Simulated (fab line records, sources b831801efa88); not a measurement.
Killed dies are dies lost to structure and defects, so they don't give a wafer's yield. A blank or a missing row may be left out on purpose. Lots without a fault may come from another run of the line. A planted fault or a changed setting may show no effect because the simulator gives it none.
Problem report in the 8D (eight disciplines) form, filled by code | flow sky130 | the parts of the form that need people (team, actions taken, sign-off) are left out

1. THE PROBLEM
heater_power_total_W at SKY_SONOS_ONO_SOFTBAKE_09 reads a mean of 57.18 W on 6 wafers of 2 lots; wafers without a fault read 56.60 W with a standard deviation of 0.044. That is +13 standard deviations from the usual mean.
The step: time 60 s.
First seen on wafer L214.2, day 15 21:16, on litho_track-03. The record holds 39 wafers of 13 lots with a number at this step. Rule for "out", or "out of limits": more than 4 standard deviations from the usual mean. The other wafers with a number count as sound.

2. WHAT IT IS AND WHAT IT IS NOT
question                    | is                                 | is not
which readings at this step | heater_power_total_W, plate_temp_C | -
which lots                  | L214, L215                         | L204, L205, L206, L207, L212, L219, L222, L224, L225, L226, L227
which wafers of those lots  | all that have a number             | -
read on which tools         | litho_track-03                     | litho_track-02, litho_track-04
when                        | from day 15 21:16                  | up to then (15 sound wafers); but 18 sound wafers of L219, L222, L224, L225, L226, L227 came after

3. SUSPECTS, AND WHAT RULES EACH OUT
Counting: a tool at a process step up to the reading stays a suspect if it ran every lot that is out and no sound lot after the first of them.
- plasma_asher-01 at SKY_VT_ADJUST_LVTN_STRIP_09 (strips in O2/N2): ruled out as a lasting fault. Sound lots L224, L227 ran on it after its first lot that is out, L214 (day 9 22:01).
- litho_track-03 at SKY_SONOS_ONO_SOFTBAKE_09 (time 60 s): ruled out as a lasting fault. Sound lots L226 ran on it after its first lot that is out, L214 (day 15 21:16).
Left after counting: nothing in the record.

4. THE CAUSE (what the simulator had put in)
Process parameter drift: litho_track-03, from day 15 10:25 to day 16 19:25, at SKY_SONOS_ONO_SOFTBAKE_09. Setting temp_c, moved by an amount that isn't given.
Counting ruled it out, wrongly.

5. THE CHAIN OF EFFECTS, in route order
Each row: a reading whose mean over the struck wafers that have a number lies more than 3 standard deviations from the usual. Only readings for which the record gives a usual standard deviation are gone through. hours: the time from each lot's start at the first step in this table that gives one to its start at this step, as a median over the lots. sigmas: the change in usual standard deviations.
hours | step                      | reading              | usual   | on struck wafers | change | sigmas
0     | SKY_SONOS_ONO_SOFTBAKE_09 | heater_power_total_W | 56.60 W | 57.18            | +0.58  | +13
0     | SKY_SONOS_ONO_SOFTBAKE_09 | plate_temp_C         | 90.01 C | 90.63            | +0.62  | +5.7
The process steps in it:
- SKY_SONOS_ONO_SOFTBAKE_09: time 60 s.
Later measuring or inspecting steps at which every struck wafer that the step has a row for has a number for every such reading, and none has moved that far: SKY_GATE_OXIDE_TW_MEAS_14.

6. WHAT WOULD HAVE CAUGHT IT SOONER
In this record the first reading out of limits was taken at day 15 21:16, 11 hours after the fault began at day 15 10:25.
